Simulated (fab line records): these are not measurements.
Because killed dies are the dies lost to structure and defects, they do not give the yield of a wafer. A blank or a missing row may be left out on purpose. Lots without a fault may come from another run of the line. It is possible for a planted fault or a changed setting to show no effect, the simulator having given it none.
Check for tools in common + flow sky130 + Sample size 12 lots and 42 wafers

## REASON IT WAS OPENED
2 of 12 lots carry a flag on the reading VT_ADJUST_LVTN_2_TW at SKY_VT_ADJUST_LVTN_TW_MEAS_21. No-fault wafers: 188.0, standard deviation 1.4.
Rule: a lot is flagged when every wafer of it that has a number lies more than 4 standard deviations from that mean, or none has a number. As for the other lots, they are considered sound.

| lot  | measured     | on            | VT_ADJUST_LVTN_2_TW, wafer by wafer | flag    |
|------|--------------|---------------|-------------------------------------|---------|
| L980 | day 8 11:59  | film-metro-03 | 186.9 187.4 186.5                   |         |
| L981 | day 8 18:58  | film-metro-03 | 188.0 186.9 188.3                   |         |
| L982 | day 8 22:35  | film-metro-03 | 187.1 186.8 187.4                   |         |
| L983 | day 9 05:15  | film-metro-03 | 187.0 187.3 185.1                   |         |
| L984 | day 9 10:46  | film-metro-03 | 186.3 186.2 185.6                   |         |
| L985 | day 9 17:04  | film-metro-03 | 185.8 186.3 186.4                   |         |
| L986 | day 10 08:29 | film-metro-02 | 166.4 165.6 166.6 165.6 165.7 166.7 | FLAGGED |
| L987 | day 10 10:53 | film-metro-02 | 165.7 165.5 166.2 165.6 164.9 165.7 | FLAGGED |
| L996 | day 12 23:33 | film-metro-03 | 186.9 187.3 185.8                   |         |
| L997 | day 13 11:13 | film-metro-02 | 188.0 187.7 188.9                   |         |
| L998 | day 13 14:55 | film-metro-04 | 188.3 188.7 189.4                   |         |
| L101 | day 14 16:04 | film-metro-03 | 187.2 187.7 186.7                   |         |
On average the flagged lots' numbers are 165.8, which is -22.2 against the usual, or -16 standard deviations.

## TOOL THAT RAN EACH LOT
2 process steps preceding the reading are held in the record, out of 708 steps in the route. Read each cell as the tool, then ch plus the chambers that the sampled wafers visited, then the start.
| lot  | flag    | SKY_PWDE_STRIP_09                   | SKY_VT_ADJUST_LVTN_IMPLANT_19   |
|------|---------|-------------------------------------|---------------------------------|
| L980 |         | plasma-asher-02 ch 0,1, day 4 09:52 | implanter-02 ch 0, day 8 11:43  |
| L981 |         | plasma-asher-02 ch 0,1, day 4 15:45 | implanter-03 ch 0, day 8 18:43  |
| L982 |         | plasma-asher-02 ch 0,1, day 4 18:45 | implanter-03 ch 0, day 8 22:21  |
| L983 |         | plasma-asher-04 ch 0,1, day 5 00:23 | implanter-03 ch 0, day 9 05:02  |
| L984 |         | plasma-asher-04 ch 0,1, day 5 06:00 | implanter-01 ch 0, day 9 10:31  |
| L985 |         | plasma-asher-02 ch 0,1, day 5 10:31 | implanter-01 ch 0, day 9 16:49  |
| L986 | FLAGGED | plasma-asher-04 ch 0,1, day 5 20:55 | implanter-01 ch 0, day 10 08:15 |
| L987 | FLAGGED | plasma-asher-04 ch 0,1, day 6 00:48 | implanter-01 ch 0, day 10 10:38 |
| L996 |         | plasma-asher-03 ch 0,1, day 8 02:14 | implanter-02 ch 0, day 12 23:20 |
| L997 |         | plasma-asher-02 ch 0,1, day 8 08:49 | implanter-02 ch 0, day 13 10:59 |
| L998 |         | plasma-asher-04 ch 0,1, day 8 15:13 | implanter-02 ch 0, day 13 14:41 |
| L101 |         | plasma-asher-02 ch 0,1, day 9 09:58 | implanter-03 ch 0, day 14 15:49 |
What these steps do:
- SKY_PWDE_STRIP_09: strips in O2/N2.
- SKY_VT_ADJUST_LVTN_IMPLANT_19
- SKY_VT_ADJUST_LVTN_TW_MEAS_21

## FLAGGED AGAINST TOTAL, ONE TOOL AT A TIME (gauges that did the reading follow at the end)
| step                          | tool            | lots run | flagged | share of the flagged lots | sound lots run after its first flagged lot |
|-------------------------------|-----------------|----------|---------|---------------------------|--------------------------------------------|
| SKY_PWDE_STRIP_09             | plasma-asher-02 | 6        | 0       | none                      | -                                          |
| SKY_PWDE_STRIP_09             | plasma-asher-03 | 1        | 0       | none                      | -                                          |
| SKY_PWDE_STRIP_09             | plasma-asher-04 | 5        | 2       | all                       | 1 (L998)                                   |
| SKY_VT_ADJUST_LVTN_IMPLANT_19 | implanter-01    | 4        | 2       | all                       | 0                                          |
| SKY_VT_ADJUST_LVTN_IMPLANT_19 | implanter-02    | 4        | 0       | none                      | -                                          |
| SKY_VT_ADJUST_LVTN_IMPLANT_19 | implanter-03    | 4        | 0       | none                      | -                                          |
| SKY_VT_ADJUST_LVTN_TW_MEAS_21 | film-metro-02   | 3        | 2       | all                       | 1 (L997)                                   |
| SKY_VT_ADJUST_LVTN_TW_MEAS_21 | film-metro-03   | 8        | 0       | none                      | -                                          |
| SKY_VT_ADJUST_LVTN_TW_MEAS_21 | film-metro-04   | 1        | 0       | none                      | -                                          |

## WHAT IS ALLOWED BY THE TABLE
3 rows of the table ran every flagged lot: plasma-asher-04 at SKY_PWDE_STRIP_09, implanter-01 at SKY_VT_ADJUST_LVTN_IMPLANT_19, film-metro-02 at SKY_VT_ADJUST_LVTN_TW_MEAS_21.
- plasma-asher-04 at SKY_PWDE_STRIP_09 ran 5 lots, 2 of them flagged. Sound lots followed the first flagged one (L998) on it, something a lasting fault affecting the whole tool could not allow.
- implanter-01 at SKY_VT_ADJUST_LVTN_IMPLANT_19 ran 4 lots, 2 of them flagged. Last sound lot L985 at day 9 16:49, first flagged lot L986 at day 10 08:15; a fault beginning in between fits. Its own readings (dose-ions-cm2, faraday-current-uA) fall more than 4 standard deviations out on all wafers of the flagged lots.
- film-metro-02 at SKY_VT_ADJUST_LVTN_TW_MEAS_21 ran 3 lots, 2 of them flagged. Sound lots followed the first flagged one (L997) on it, something a lasting fault affecting the whole tool could not allow.
Just one tool remains: implanter-01 at SKY_VT_ADJUST_LVTN_IMPLANT_19.

## WHAT THE SIMULATOR HAD PUT IN
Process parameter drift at SKY_VT_ADJUST_LVTN_IMPLANT_19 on implanter-01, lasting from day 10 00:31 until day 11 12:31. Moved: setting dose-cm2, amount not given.
Lots struck among those shown: L986, L987. The rule above reached the same finding.
